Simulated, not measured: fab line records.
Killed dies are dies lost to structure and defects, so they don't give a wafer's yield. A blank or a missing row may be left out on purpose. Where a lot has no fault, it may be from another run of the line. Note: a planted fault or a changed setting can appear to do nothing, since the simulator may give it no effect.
What tool caused it? | flow gf180mcu | Sampling: 10 lots, 30 wafers, 6 of 602 route steps

WHAT EACH GAUGE READ, for each wafer
GF_V3_RS_MEAS_24: measurement is done with a four-point probe.
lot  | measured     | on            | V3_W_RS (ohm/sq)
L705 | day 22 05:04 | film_metro-04 | 0.324 0.327 0.324
L707 | day 23 01:06 | film_metro-04 | 0.323 0.326 0.325
L709 | day 24 01:26 | film_metro-04 | 0.327 0.329 0.324
L712 | day 25 04:40 | film_metro-03 | 0.327 0.328 0.324
L714 | day 26 03:28 | film_metro-01 | 0.327 0.328 0.329
L716 | day 26 08:30 | film_metro-04 | 0.331 0.332 0.334
L717 | day 26 14:43 | film_metro-04 | 0.324 0.323 0.325
L718 | day 26 23:22 | film_metro-04 | 0.330 0.329 0.329
L719 | day 27 08:20 | film_metro-04 | 0.233 0.235 0.238 0.233 0.235 0.237
L720 | day 27 16:04 | film_metro-03 | 0.238 0.241 0.239 0.238 0.241 0.239

GF_V3_THK_MEAS_25: measures by xrf.
lot  | measured     | on            | V3_W_THK (nm)
L705 | day 22 05:11 | film_metro-04 | 360 356 360
L707 | day 23 01:12 | film_metro-04 | 358 357 356
L709 | day 24 01:33 | film_metro-04 | 354 354 359
L712 | day 25 04:46 | film_metro-03 | 343 345 348
L714 | day 26 03:34 | film_metro-01 | 349 346 345
L716 | day 26 08:37 | film_metro-04 | 350 349 349
L717 | day 26 14:49 | film_metro-04 | 360 362 360
L718 | day 26 23:28 | film_metro-04 | 352 354 352
L719 | day 27 12:08 | film_metro-04 | 496 493 484 497 496 486
L720 | day 28 02:01 | film_metro-03 | 478 466 471 475 471 475

WHAT TOOL EACH LOT RAN ON (gives the tool, then ch and the chambers of the sampled wafers, and finally the start)
lot  | GF_V2_SPUTTER_21             | GF_V3_ETCH_17                                 | GF_V3_STRIP_18                       | GF_V3_CVD_23
L705 | pvd_sputter-04, day 20 02:11 | rie_diel-02 ch 0,2, day 22 04:17 or earlier   | plasma_asher-03 ch 0,1, day 22 04:17 | cvd_w-02 ch 0,1, day 22 04:57
L707 | pvd_sputter-04, day 20 21:56 | rie_diel-04 ch 1,2, day 23 00:21 or earlier   | plasma_asher-03 ch 0,1, day 23 00:21 | cvd_w-01 ch 0,1, day 23 00:59
L709 | pvd_sputter-03, day 21 21:55 | rie_diel-01 ch 2,3, day 24 00:41 or earlier   | plasma_asher-04 ch 0,1, day 24 00:41 | cvd_w-02 ch 0,1, day 24 01:19
L712 | pvd_sputter-03, day 23 04:35 | rie_diel-04 ch 1,2,3, day 25 03:55 or earlier | plasma_asher-04 ch 0,1, day 25 03:55 | cvd_w-01 ch 0,1, day 25 04:34
L714 | pvd_sputter-04, day 24 03:23 | rie_diel-02 ch 1,3, day 26 02:42 or earlier   | plasma_asher-02 ch 0, day 26 02:42   | cvd_w-02 ch 0,1, day 26 03:20
L716 | pvd_sputter-02, day 24 11:33 | rie_diel-04 ch 0,1,2, day 26 07:45 or earlier | plasma_asher-03 ch 0,1, day 26 07:45 | cvd_w-01 ch 0,1, day 26 08:23
L717 | pvd_sputter-02, day 24 17:05 | rie_diel-04 ch 0,1, day 26 13:58 or earlier   | plasma_asher-04 ch 0,1, day 26 13:58 | cvd_w-01 ch 0,1, day 26 14:37
L718 | pvd_sputter-03, day 25 02:01 | rie_diel-04 ch 1,2,3, day 26 22:36 or earlier | plasma_asher-03 ch 0,1, day 26 22:36 | cvd_w-01 ch 0,1, day 26 23:14
L719 | pvd_sputter-04, day 25 11:44 | rie_diel-04 ch 1,2,3, day 27 07:36 or earlier | plasma_asher-03 ch 0,1, day 27 07:36 | cvd_w-01 ch 0,1, day 27 08:14
L720 | pvd_sputter-03, day 25 16:52 | rie_diel-04 ch 0,1,3, day 27 15:17 or earlier | plasma_asher-04 ch 0,1, day 27 15:17 | cvd_w-01 ch 0,1, day 27 15:57
- GF_V2_SPUTTER_21: material Ti, target thk 15 nm, time 80.02 s.
- GF_V3_ETCH_17: etches SiO2 in C4F8/O2/Ar, stops on TiN, target depth 635 nm.
- GF_V3_STRIP_18: strips in O2/N2.
- GF_V3_CVD_23: deposits W, target thk 350 nm, time 104.9 s.

WHAT THE TOOLS THEMSELVES READ (means of the sampled wafers that have a number; where no wafer has one, the mark that the record gives instead)
GF_V2_SPUTTER_21.
lot  | tool           | throttle_valve_pct (%)
L705 | pvd_sputter-04 | 30.6
L707 | pvd_sputter-04 | 31.0
L709 | pvd_sputter-03 | 30.1
L712 | pvd_sputter-03 | 29.9
L714 | pvd_sputter-04 | 30.6
L716 | pvd_sputter-02 | 30.7
L717 | pvd_sputter-02 | 30.0
L718 | pvd_sputter-03 | 30.2
L719 | pvd_sputter-04 | 30.4
L720 | pvd_sputter-03 | 29.9

GF_V3_ETCH_17.
lot  | tool        | bias_w (W) | chamber_pressure_mTorr (mTorr) | oes_product_au (a.u.)
L705 | rie_diel-02 | 1202       | 39.99                          | 0.851
L707 | rie_diel-04 | 1198       | 40.01                          | 0.856
L709 | rie_diel-01 | 1197       | 40.02                          | 0.857
L712 | rie_diel-04 | 1201       | 39.98                          | 0.859
L714 | rie_diel-02 | 1203       | 40.02                          | 0.856
L716 | rie_diel-04 | 1201       | 40.03                          | 0.855
L717 | rie_diel-04 | 1200       | 40.00                          | 0.855
L718 | rie_diel-04 | 1199       | 40.03                          | 0.855
L719 | rie_diel-04 | 1197       | 39.97                          | 0.857
L720 | rie_diel-04 | 1198       | 39.97                          | 0.854

GF_V3_STRIP_18.
lot  | tool            | chamber_pressure_mTorr (mTorr) | drypump_motor_current_A (A) | heater_power_w (W) | oes_product_au (a.u.)
L705 | plasma_asher-03 | 1499.6                         | 6.0                         | 335                | 0.592
L707 | plasma_asher-03 | 1500.3                         | 6.0                         | 332                | 0.589
L709 | plasma_asher-04 | 1501.0                         | 6.0                         | 295                | 0.591
L712 | plasma_asher-04 | 1499.6                         | 5.7                         | 305                | 0.598
L714 | plasma_asher-02 | 1500.3                         | 5.9                         | 377                | 0.587
L716 | plasma_asher-03 | 1499.4                         | 6.1                         | 346                | 0.591
L717 | plasma_asher-04 | 1499.5                         | 5.7                         | 306                | 0.594
L718 | plasma_asher-03 | 1500.0                         | 6.0                         | 349                | 0.585
L719 | plasma_asher-03 | 1498.7                         | 6.0                         | 347                | 0.593
L720 | plasma_asher-04 | 1498.8                         | 5.7                         | 308                | 0.589

GF_V3_CVD_23.
lot  | tool     | heater_power_w (W) | susceptor_temp_C (C)
L705 | cvd_w-02 | 790                | 399.86
L707 | cvd_w-01 | 1004               | 399.98
L709 | cvd_w-02 | 885                | 400.08
L712 | cvd_w-01 | 1047               | 399.87
L714 | cvd_w-02 | 797                | 399.77
L716 | cvd_w-01 | 1008               | 400.23
L717 | cvd_w-01 | 1057               | 400.23
L718 | cvd_w-01 | 1038               | 400.03
L719 | cvd_w-01 | 1148               | 417.93
L720 | cvd_w-01 | 1141               | 418.52

THE ANSWER, worked out from the rows above alone
Rule: what is usual is taken from the lots themselves. Put in order of their means at a reading, lots are off if they are a third of the lots or fewer, leave a main group of 4 or more, and stand apart from it by a gap of 3 or more times the standard deviation of the main group's means; of several such gaps the widest counts. Not used: any main group whose means are identical at the precision the tables above print for the reading. A lot without any number at a reading at which 4 lots or more have one is off too. The other lots that the step has rows for count as sound. First the gauges in route order, then the tools' own readings, where a lot's mean is used as printed above. At the first step where some lot is off, the reading lying furthest off is the one used; lots without a number count as furthest.
Off: at GF_V3_RS_MEAS_24 (V3_W_RS), L719, L720. For the main group the mean is 0.327 ohm/sq and the standard deviation 0.0026.
A tool fits if, at a process step before that reading, it ran every lot that is off, and no sound lot after the first of them. Not tried: the gauges at GF_V3_RS_MEAS_24; whatever is off there is also off at GF_V3_CVD_23, on other tools, and gauge error can't account for it. GF_V3_ETCH_17 gives no start for some lots, so the hours and the order of its lots are those of GF_V3_STRIP_18. Undecided on this evidence; 2 tools fit (rie_diel-04 at GF_V3_ETCH_17, cvd_w-01 at GF_V3_CVD_23).

WHAT WAS PUT IN BY THE SIMULATOR
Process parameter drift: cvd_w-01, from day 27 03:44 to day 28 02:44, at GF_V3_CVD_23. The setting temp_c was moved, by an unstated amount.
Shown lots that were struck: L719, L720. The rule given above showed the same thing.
